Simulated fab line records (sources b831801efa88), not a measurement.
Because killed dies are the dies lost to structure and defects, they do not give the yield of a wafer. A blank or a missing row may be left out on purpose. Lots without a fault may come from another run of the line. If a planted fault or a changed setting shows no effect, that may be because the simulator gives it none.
Which tool is to blame? || flow sky130 || 15 lots (45 wafers sampled), 1 step of a 708-step route

## WHAT THE GAUGES READ, wafer by wafer
SKY_VIA1_THK_MEAS_01.
{"lot": "L400", "measured": "day 34 06:56", "on": "film-metro-04", "VIA1_HDPCVD_THK (nm)": "1029 1028 1024"}
{"lot": "L401", "measured": "day 34 19:12", "on": "film-metro-01", "VIA1_HDPCVD_THK (nm)": "1015 1014 1038"}
{"lot": "L402", "measured": "day 35 02:59", "on": "film-metro-01", "VIA1_HDPCVD_THK (nm)": "1024 1020 1038"}
{"lot": "L403", "measured": "day 35 17:50", "on": "film-metro-01", "VIA1_HDPCVD_THK (nm)": "1019 1025 1024"}
{"lot": "L408", "measured": "day 37 09:19", "on": "film-metro-01", "VIA1_HDPCVD_THK (nm)": "1039 1025 1033"}
{"lot": "L409", "measured": "day 37 09:38", "on": "film-metro-04", "VIA1_HDPCVD_THK (nm)": "1033 1040 1048"}
{"lot": "L410", "measured": "day 37 23:53", "on": "film-metro-01", "VIA1_HDPCVD_THK (nm)": "1032 1009 1014"}
{"lot": "L412", "measured": "day 38 04:23", "on": "film-metro-04", "VIA1_HDPCVD_THK (nm)": "1033 1035 1025"}
{"lot": "L411", "measured": "day 38 05:47", "on": "film-metro-04", "VIA1_HDPCVD_THK (nm)": "1025 1014 1025"}
{"lot": "L413", "measured": "day 38 08:54", "on": "film-metro-02", "VIA1_HDPCVD_THK (nm)": "1038 1036 1036"}
{"lot": "L414", "measured": "day 38 20:14", "on": "film-metro-04", "VIA1_HDPCVD_THK (nm)": "1038 1031 1031"}
{"lot": "L417", "measured": "day 39 09:00", "on": "film-metro-04", "VIA1_HDPCVD_THK (nm)": "1035 1033 1044"}
{"lot": "L416", "measured": "day 39 16:53", "on": "film-metro-02", "VIA1_HDPCVD_THK (nm)": "1038 1042 1033"}
{"lot": "L419", "measured": "day 39 23:56", "on": "film-metro-02", "VIA1_HDPCVD_THK (nm)": "1032 1024 1040"}
{"lot": "L418", "measured": "day 40 00:57", "on": "film-metro-02", "VIA1_HDPCVD_THK (nm)": "1029 1047 1028"}

## EACH LOT AND THE TOOL THAT RAN IT (in order: tool; ch and the chambers of the sampled wafers; start)
There is no process step in the record ahead of these readings.

## WHAT THE TOOLS THEMSELVES READ (means of the sampled wafers that have a number; where no wafer has one, the mark that the record gives instead)
The record holds no such reading with a usual standard deviation.

## THE ANSWER, worked out from the rows above alone
Rule: the usual values come from the lots themselves. Put in order of their means at a reading, lots are off if they are a third of the lots or fewer, leave a main group of 4 or more, and stand apart from it by a gap of 3 or more times the standard deviation of the main group's means; of several such gaps the widest counts. If all means in a main group match to the digits the tables above print for the reading, that group is not used. Also off: a lot with no number at a reading for which 4 or more lots have one. Any other lot the step has rows for is counted as sound. First the gauges in route order, then the tools' own readings, where a lot's mean is used as printed above. At the first step where some lot is off, the reading lying furthest off is the one used; lots without a number count as furthest.
No lot is off at any reading shown: from this, nothing can be told.

## WHAT THE SIMULATOR HAD PUT IN
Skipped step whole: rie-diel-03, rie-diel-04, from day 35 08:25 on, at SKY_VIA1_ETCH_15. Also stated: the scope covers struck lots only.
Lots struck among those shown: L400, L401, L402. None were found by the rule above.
